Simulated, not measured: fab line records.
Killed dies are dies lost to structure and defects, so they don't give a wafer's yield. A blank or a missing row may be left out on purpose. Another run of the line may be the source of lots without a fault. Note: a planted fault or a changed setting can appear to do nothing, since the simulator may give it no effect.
Chamber matching    flow sky130    4 sister chambers for SKY_FIELD_ISO_CMP_27 on cmp-02
The step polishes, stops on Si3N4, t overpolish 16 s, target thk 457.8 nm. 8 wafers are shown with their chamber, then 7 later ones without.

## WAFERS PAIRED WITH THEIR CHAMBERS
wafer   chamber  motor-current-A (A)  time-to-endpoint-s (s)
L501.5  2        13.3                 114
L502.5  0        11.3                 106
L511.3  2        13.0                 111
L512.2  3        10.9                 107
L512.5  1        10.8                 105
L512.6  0        10.7                 105
L516.2  1        10.6                 108
L516.3  3        10.5                 107

## WAFERS WHOSE CHAMBER IS MISSING
wafer   motor-current-A (A)  time-to-endpoint-s (s)
L516.6  11.3                 106
L518.2  10.6                 110
L518.3  11.3                 109
L518.5  10.5                 109
L521.4  12.8                 111
L521.5  11.0                 110
L521.6  10.5                 112

## WHICH CHAMBER EACH WENT THROUGH
wafer   from the rows above           in truth
L516.6  can't be placed: 0 or 1 or 3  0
L518.2  can't be placed: 3 or 1 or 0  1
L518.3  can't be placed: 3 or 0 or 1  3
L518.5  can't be placed: 3 or 1 or 0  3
L521.4  2                             2
L521.5  can't be placed: 3 or 1 or 0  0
L521.6  can't be placed: 3 or 1 or 0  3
Correctly placed: 1 of 7. From these rows, 6 cannot be placed; in 6 the true chamber is one of the candidates. Wrongly placed: 0.
How it was worked out, from the rows above alone: a wafer's distance from a chamber is the root of the sum, over the readings, of the square of ((its reading less the chamber's mean) divided by the reading's scatter). The wafer belongs to the nearest chamber; if the next one is less than 2 further off, it can't be placed. A chamber's mean is the mean of its shown wafers. The scatter: the root of (the sum of the squares of (reading less its chamber's mean) over the shown wafers, divided by (wafers less chambers)).
